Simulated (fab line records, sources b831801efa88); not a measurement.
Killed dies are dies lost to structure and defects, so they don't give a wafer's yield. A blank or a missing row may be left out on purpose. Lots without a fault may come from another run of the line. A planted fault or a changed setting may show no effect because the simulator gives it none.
Chamber matching | flow sky130 | SKY_VIA4_ETCH_12 on rie_diel-03: 4 sister chambers
The step etches SiO2 in C4F8/O2/Ar, stops on TiN, target depth 580 nm. 18 wafers are shown with their chamber, then 9 later ones without.

WAFERS WITH THEIR CHAMBER
wafer  | chamber | oes_product_au (a.u.)
L268.2 | 0       | 0.920
L268.3 | 1       | 0.922
L268.6 | 0       | 0.917
L269.1 | 3       | 0.925
L269.3 | 2       | 0.929
L269.6 | 3       | 0.924
L270.1 | 3       | 0.928
L270.2 | 1       | 0.922
L270.4 | 2       | 0.930
L271.2 | 3       | 0.936
L271.3 | 1       | 0.926
L271.6 | 3       | 0.937
L280.1 | 2       | 0.928
L280.3 | 3       | 0.934
L280.6 | 0       | 0.921
L282.1 | 2       | 0.922
L282.3 | 1       | 0.932
L282.6 | 2       | 0.927

SIGNATURES (means of the wafers above)
reading        | chamber 0 | chamber 1 | chamber 2 | chamber 3 | scatter within a chamber
oes_product_au | 0.91933   | 0.92550   | 0.92720   | 0.93067   | 0.00445
Rule: a wafer's distance from a chamber is the root of the sum, over the readings, of the square of ((its reading less the chamber's mean) divided by the reading's scatter). The wafer belongs to the nearest chamber; if the next one is less than 2 further off, it can't be placed. The scatter: the root of (the sum of the squares of (reading less its chamber's mean) over the shown wafers, divided by (wafers less chambers)).

WAFERS WITHOUT THEIR CHAMBER
wafer  | oes_product_au (a.u.)
L283.1 | 0.935
L283.2 | 0.918
L283.3 | 0.930
L285.1 | 0.925
L285.3 | 0.923
L285.5 | 0.930
L291.1 | 0.924
L291.4 | 0.934
L291.5 | 0.926

WHICH CHAMBER EACH WENT THROUGH
wafer  | from the rows above               | in truth
L283.1 | can't be placed: 3 or 2 or 1      | 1
L283.2 | can't be placed: 0 or 1 or 2      | 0
L283.3 | can't be placed: 3 or 2 or 1      | 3
L285.1 | can't be placed: 1 or 2 or 0 or 3 | 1
L285.3 | can't be placed: 1 or 0 or 2 or 3 | 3
L285.5 | can't be placed: 3 or 2 or 1      | 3
L291.1 | can't be placed: 1 or 2 or 0 or 3 | 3
L291.4 | can't be placed: 3 or 2 or 1      | 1
L291.5 | can't be placed: 1 or 2 or 3 or 0 | 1
Placed correctly: 0 of 9. Can't be placed from these rows: 9 (the true chamber is among the candidates in 9). Placed wrongly: 0.
